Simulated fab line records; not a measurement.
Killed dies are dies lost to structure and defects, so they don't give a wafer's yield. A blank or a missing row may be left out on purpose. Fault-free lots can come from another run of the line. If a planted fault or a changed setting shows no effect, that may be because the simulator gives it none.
Matching of chambers :: flow sky130 :: cmp-01 running SKY_VIA2_CMP_02: 4 sister chambers
The step polishes SiO2. 7 wafers are shown with their chamber, then 7 later ones without.

WAFERS WITH THEIR CHAMBER
wafer: L153.3
chamber: 3
motor_current_A (A): 12.1

wafer: L158.1
chamber: 1
motor_current_A (A): 11.2

wafer: L161.1
chamber: 3
motor_current_A (A): 12.3

wafer: L161.2
chamber: 0
motor_current_A (A): 9.9

wafer: L161.6
chamber: 2
motor_current_A (A): 13.6

wafer: L168.1
chamber: 0
motor_current_A (A): 10.2

wafer: L168.2
chamber: 2
motor_current_A (A): 14.2

WAFERS WITH NO CHAMBER GIVEN
wafer: L168.5
motor_current_A (A): 13.5

wafer: L171.1
motor_current_A (A): 10.3

wafer: L171.2
motor_current_A (A): 11.5

wafer: L171.3
motor_current_A (A): 12.4

wafer: L175.3
motor_current_A (A): 12.0

wafer: L175.4
motor_current_A (A): 12.9

wafer: L175.5
motor_current_A (A): 13.2

EACH ONE'S CHAMBER
wafer: L168.5
from the rows above: 2
in truth: 2

wafer: L171.1
from the rows above: 0
in truth: 0

wafer: L171.2
from the rows above: can't be placed: 1 or 3
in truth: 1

wafer: L171.3
from the rows above: 3
in truth: 3

wafer: L175.3
from the rows above: 3
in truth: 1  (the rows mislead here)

wafer: L175.4
from the rows above: can't be placed: 3 or 2
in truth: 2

wafer: L175.5
from the rows above: can't be placed: 2 or 3
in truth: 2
Correct placement for 3 of the 7. Can't be placed from these rows: 3 (the true chamber is among the candidates in 3). 1 placed wrongly.
How it was worked out, from the rows above alone: a wafer's distance from a chamber is the root of the sum, over the readings, of the square of ((its reading less the chamber's mean) divided by the reading's scatter). If the next closest chamber is less than 2 further off than the closest, the wafer can't be placed; otherwise it belongs to the closest. The mean given for a chamber averages the wafers shown for that chamber. How the scatter is found: for the shown wafers, subtract from each reading the mean of its chamber, square and add these, divide the total by (wafers less chambers), then take the root.
